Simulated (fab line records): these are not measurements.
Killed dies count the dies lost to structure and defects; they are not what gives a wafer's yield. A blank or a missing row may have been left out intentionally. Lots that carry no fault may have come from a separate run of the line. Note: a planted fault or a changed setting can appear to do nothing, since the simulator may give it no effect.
2 desks looking at one fault || flow sky130 || each desk has only its own numbers; what lay behind them comes last

AT THE TOOL OWNER'S DESK: litho-track-01
The tool's own readings at SKY_METAL3_COAT_07 (resist thk 60 nm): means of the sampled wafers that have a number, for each lot that ran on this tool. Any lot whose mean is over 4 standard deviations away from the usual mean is out of limits and marked OUT; that distance is given in the brackets.
Columns: A = spin-speed-rpm at SKY_METAL3_COAT_07, usual 2999.8 rpm
{"lot": "L167", "first seen here": "day 38 12:27", "A": 3000.4}
{"lot": "L173", "first seen here": "day 40 06:12", "A": "2444.7 (-99 or more) OUT"}
{"lot": "L176", "first seen here": "day 41 01:15", "A": "2441.9 (-99 or more) OUT"}
{"lot": "L186", "first seen here": "day 44 15:36", "A": 2999.4}
Finding of this desk: L173, L176 out of limits; the first was L173 at day 40 06:12, on spin-speed-rpm at SKY_METAL3_COAT_07. In limits: L167, L186.

THE METROLOGY DESK
What the gauges read, lot by lot, whatever tool the lot ran on: means of the sampled wafers that have a number. Any lot whose mean is over 4 standard deviations away from the usual mean is out of limits and marked OUT; that distance is given in the brackets.
Columns: A = CAPM_CVD_00_THK at SKY_CAPM_THK_MEAS_01, usual 15.55 nm; B = CAPM_TIN_THK at SKY_CAPM_THK_MEAS_04, usual 202.0 nm
{"lot": "L165", "first seen here": "day 36 15:16", "A": 15.67, "B": 200.1}
{"lot": "L167", "first seen here": "day 36 20:14", "A": 15.81, "B": 204.4}
{"lot": "L168", "first seen here": "day 37 07:16", "A": 15.25, "B": 199.6}
{"lot": "L171", "first seen here": "day 37 22:46", "A": 15.71, "B": 204.1}
{"lot": "L173", "first seen here": "day 38 18:07", "A": 15.63, "B": 201.8}
{"lot": "L176", "first seen here": "day 39 14:01", "A": 15.45, "B": 203.6}
{"lot": "L181", "first seen here": "day 41 11:49", "A": 15.58, "B": 202.0}
{"lot": "L183", "first seen here": "day 42 00:26", "A": 15.43, "B": 202.4}
{"lot": "L186", "first seen here": "day 43 05:02", "A": 15.51, "B": 203.3}
{"lot": "L188", "first seen here": "day 43 05:49", "A": 15.88, "B": 200.5}
{"lot": "L187", "first seen here": "day 43 11:25", "A": 15.50, "B": 204.0}
This desk found nothing out of limits on any of the 11 lots.

TAKEN TOGETHER
The tool owner's desk had the chance to raise an alarm at day 40 06:12 on L173, L176.
From the metrology desk's view, nothing was out of limits.
The metrology desk has L173, L176 on record, within its limits.
Every lot named ran SKY_METAL3_COAT_07 on litho-track-01.

WHAT WAS PUT IN BY THE SIMULATOR
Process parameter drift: litho-track-01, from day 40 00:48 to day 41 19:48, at SKY_METAL3_COAT_07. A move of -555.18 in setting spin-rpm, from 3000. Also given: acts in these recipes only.
Shown lots that were struck: L173, L176.
Each desk's first reading out of limits, in hours after the fault started: the tool owner's desk, 5.
